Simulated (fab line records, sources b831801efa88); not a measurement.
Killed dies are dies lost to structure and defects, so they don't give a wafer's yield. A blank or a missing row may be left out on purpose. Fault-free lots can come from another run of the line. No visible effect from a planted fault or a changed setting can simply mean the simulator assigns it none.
A lot that was struck, set against a sound lot / flow gf180mcu / 16 out of 602 route steps
Sound: these wafers, L352.1, L352.2, L352.6. Struck: wafer L346.5; the same lot's L346.1 was not struck, so it is left out; see the end for the cause.
Each step with rows lists, per side, the tool, then ch with its chambers, then its first start. Under that, the readings that differ: sound wafers / struck wafers / difference of the means / sigmas: that difference in standard deviations of wafers without a fault.
alike: a reading whose means differ by less than 2 such deviations, as well as words and numbers matching on both sides. not compared: withheld readings; readings where some wafer has no value; bounds like >300 that might hide an equal value; numbers whose values overlap and for which the record gives no deviation.
Wherever a step has rows on one side only, a row that says differs or no value, or a row with sigmas, the two part there. When numbers do not overlap yet have no deviation, they are printed without sigmas and do not part them. Lack of a reading on every wafer of one side parts them only where that side has two or more wafers.

GF_POLY_GATE_ETCH_13: etches poly-Si in HBr/Cl2, stops on SiO2, target depth 198.5 nm, time 69.6 s.
  sound on rie si-01 ch 0,3, day 14 15:22; struck on rie si-01 ch 0, day 12 22:43
  alike: drypump motor current A, oes product au, throttle valve pct
  not compared: rf hours counter h
GF_POLY_GATE_STRIP_14: strips in O2/N2.
  sound on plasma asher-03 ch 0,1, day 14 15:26; struck on plasma asher-03 ch 1, day 12 22:47
reading=oes product au (a.u.); sound=0.503 0.507 0.513; struck=0.498; difference=-0.010; sigmas=-2
  alike: drypump motor current A, heater power w, n2 flow sccm
  not compared: rf hours counter h
then, 2 steps without rows for these wafers: GF_POLY_GATE_CLEAN_15 (cleans in SC1/SC2, time 150 s); GF_POLY_GATE_OXIDATION_16 (stabilise 600 s, purge 300 s, target thk 4 nm).
GF_POLY_GATE_THK_MEAS_17:
  sound on film metro-04, day 14 17:53; struck on film metro-02, day 13 01:14
  alike: POLY_GATE_OXIDATION_THK
GF_POLY_GATE_CD_MEAS_18:
  sound on cd sem-02, day 14 17:56; struck on cd sem-02, day 13 01:18
  alike: cd nm
then, 6 steps without rows for these wafers: GF_HV_LDD_DEHYDRATE_00 (time 60 s); GF_HV_LDD_HMDS_01 (prime time 60 s); GF_HV_LDD_COAT_02 (resist thk 1000 nm); GF_HV_LDD_SOFTBAKE_03 (time 60 s); GF_HV_LDD_EXPOSE_04 (exposes mask Nplus LV AREA, target cd 400 nm); GF_HV_LDD_PEB_05.
GF_HV_LDD_DEVELOP_06: develop time 60 s.
  sound on litho track-01 ch 0, day 15 14:24; struck on litho track-04 ch 0, day 13 21:21
  alike: developer temp C
GF_HV_LDD_CD_MEAS_07: target cd 400 nm.
  sound on cd sem-01, day 15 14:33; struck on cd sem-01, day 13 21:30
reading=cd nm (nm); sound=396.6 396.1 396.8; struck=389.9; difference=-6.6; sigmas=-3
GF_HV_LDD_OVL_MEAS_08:
  sound on overlay-02, day 15 14:40; struck on overlay-02, day 13 21:37
  alike: HV_LDD_OVL
-- a jump in the record: the struck wafers' starts before and after are 19 days apart (it breaks off in module HV_LDD and resumes in module PASSIVATION, where the first step shown is number 602 of the route) --
GF_PASSIVATION_PROBE_99:
  only the struck wafers here have rows in the record (prober-02, day 32 16:35); the sound ones have none

== WHERE THEY PART ==
Earliest at GF_POLY_GATE_STRIP_14; latest, in this record, at GF_PASSIVATION_PROBE_99.

WHY: the cause the simulator had injected
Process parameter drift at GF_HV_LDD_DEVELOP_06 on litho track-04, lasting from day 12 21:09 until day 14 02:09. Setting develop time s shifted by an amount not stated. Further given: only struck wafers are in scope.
